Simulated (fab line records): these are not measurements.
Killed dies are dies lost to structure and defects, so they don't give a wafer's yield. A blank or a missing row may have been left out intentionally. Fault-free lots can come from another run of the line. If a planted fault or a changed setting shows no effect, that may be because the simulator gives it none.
Which tool is to blame? -- flow gf180mcu -- 13 lots with 39 wafers sampled at 3 steps, on a route of 602 steps

== WHAT THE GAUGES SHOWED, per wafer ==
GF_HV_LDD_CD_MEAS_31: target cd 400 nm.
lot,measured,on,cd nm (nm)
L242,day 11 21:08,cd sem-02,404.6 403.9 406.9
L245,day 12 15:32,cd sem-01,402.2 399.4 401.1
L246,day 13 01:35,cd sem-01,398.4 398.8 398.8
L247,day 13 10:29,cd sem-02,402.2 401.7 401.1
L248,day 13 14:43,cd sem-01,396.9 399.7 397.7
L250,day 14 03:19,cd sem-02,401.5 399.7 403.9
L251,day 14 10:08,cd sem-01,403.2 402.3 403.9
L252,day 14 18:12,cd sem-01,401.1 400.4 399.8
L253,day 15 07:05,cd sem-01,400.5 400.7 401.2
L254,day 15 09:53,cd sem-02,402.5 400.1 400.2
L257,day 16 08:05,cd sem-02,403.7 404.7 403.7
L263,day 18 04:29,cd sem-01,403.1 403.0 399.6
L264,day 18 13:32,cd sem-02,398.5 398.5 398.6

GF_PSD_RS_MEAS_15: uses a four-point probe to measure.
lot,measured,on,PSD_RS (ohm/sq)
L242,day 14 13:18,film metro-04,108.27 108.48 108.71
L245,day 15 08:40,film metro-03,108.25 108.34 108.40
L246,day 15 20:56,film metro-03,108.77 108.62 108.52
L247,day 16 07:53,film metro-02,108.34 108.28 108.50
L248,day 16 11:19,film metro-03,108.46 108.48 108.84
L250,day 17 02:01,film metro-03,109.06 108.75 109.09
L251,day 17 09:01,film metro-02,108.44 108.85 108.75
L252,day 17 18:07,film metro-02,108.77 108.86 108.67
L253,day 18 06:49,film metro-02,109.20 108.88 108.59
L254,day 18 10:29,film metro-02,108.62 108.70 108.73
L257,day 19 11:44,film metro-04,108.19 108.46 108.61
L263,day 21 08:47,film metro-02,108.62 108.34 108.52
L264,day 21 18:41,film metro-03,108.84 108.50 108.43

== WHAT TOOL EACH LOT RAN ON (gives the tool, then ch and the chambers of the sampled wafers, and finally the start) ==
lot,GF_NSD_STRIP_11
L242,"plasma asher-01 ch 0,1, day 13 16:30"
L245,"plasma asher-03 ch 0,1, day 14 10:48"
L246,"plasma asher-04 ch 0,1, day 14 22:38"
L247,"plasma asher-03 ch 0,1, day 15 09:01"
L248,"plasma asher-04 ch 0,1, day 15 12:40"
L250,"plasma asher-04 ch 0,1, day 16 03:11"
L251,"plasma asher-03 ch 0,1, day 16 09:14"
L252,"plasma asher-04 ch 0,1, day 16 18:08"
L253,"plasma asher-03 ch 0,1, day 17 07:52"
L254,"plasma asher-04 ch 0,1, day 17 10:47"
L257,"plasma asher-01 ch 0,1, day 18 10:44"
L263,"plasma asher-01 ch 0,1, day 20 07:52"
L264,"plasma asher-01 ch 0,1, day 20 18:08"
- GF_NSD_STRIP_11: strips in O2/N2.

== WHAT THE TOOLS THEMSELVES READ (means of the sampled wafers that have a number; where no wafer has one, the mark that the record gives instead) ==
GF_NSD_STRIP_11.
lot,tool,drypump motor current A (A),heater power w (W),oes product au (a.u.),strip time to endpoint s (s)
L242,plasma asher-01,5.5,323,0.488,23.00
L245,plasma asher-03,5.7,334,0.485,23.00
L246,plasma asher-04,5.7,395,0.487,22.99
L247,plasma asher-03,5.7,341,0.483,22.94
L248,plasma asher-04,5.7,398,0.487,22.91
L250,plasma asher-04,5.7,393,0.487,22.97
L251,plasma asher-03,5.9,374,0.481,22.92
L252,plasma asher-04,5.9,375,0.487,22.96
L253,plasma asher-03,5.7,336,0.486,22.92
L254,plasma asher-04,5.9,375,0.486,22.94
L257,plasma asher-01,5.1,334,0.487,22.98
L263,plasma asher-01,5.1,332,0.489,22.93
L264,plasma asher-01,5.5,318,0.487,23.00

== THE ANSWER, worked out from the rows above alone ==
Rule: the usual values come from the lots themselves. Put in order of their means at a reading, lots are off if they are a third of the lots or fewer, leave a main group of 4 or more, and stand apart from it by a gap of 3 or more times the standard deviation of the main group's means; of several such gaps the widest counts. The tables above print the reading to a certain number of digits; a main group whose means all agree to those digits is not used. Also off: a lot with no number at a reading for which 4 or more lots have one. Where the step has rows for the other lots, those lots are counted as sound. First the gauges in route order, then the tools' own readings, where a lot's mean is used as printed above. The first step at which some lot is off is used, and at that step the reading that is off furthest; a lot without a number counts as furthest.
No lot is off on any of the readings shown, so nothing can be concluded from this.

== WHAT WAS PUT IN BY THE SIMULATOR ==
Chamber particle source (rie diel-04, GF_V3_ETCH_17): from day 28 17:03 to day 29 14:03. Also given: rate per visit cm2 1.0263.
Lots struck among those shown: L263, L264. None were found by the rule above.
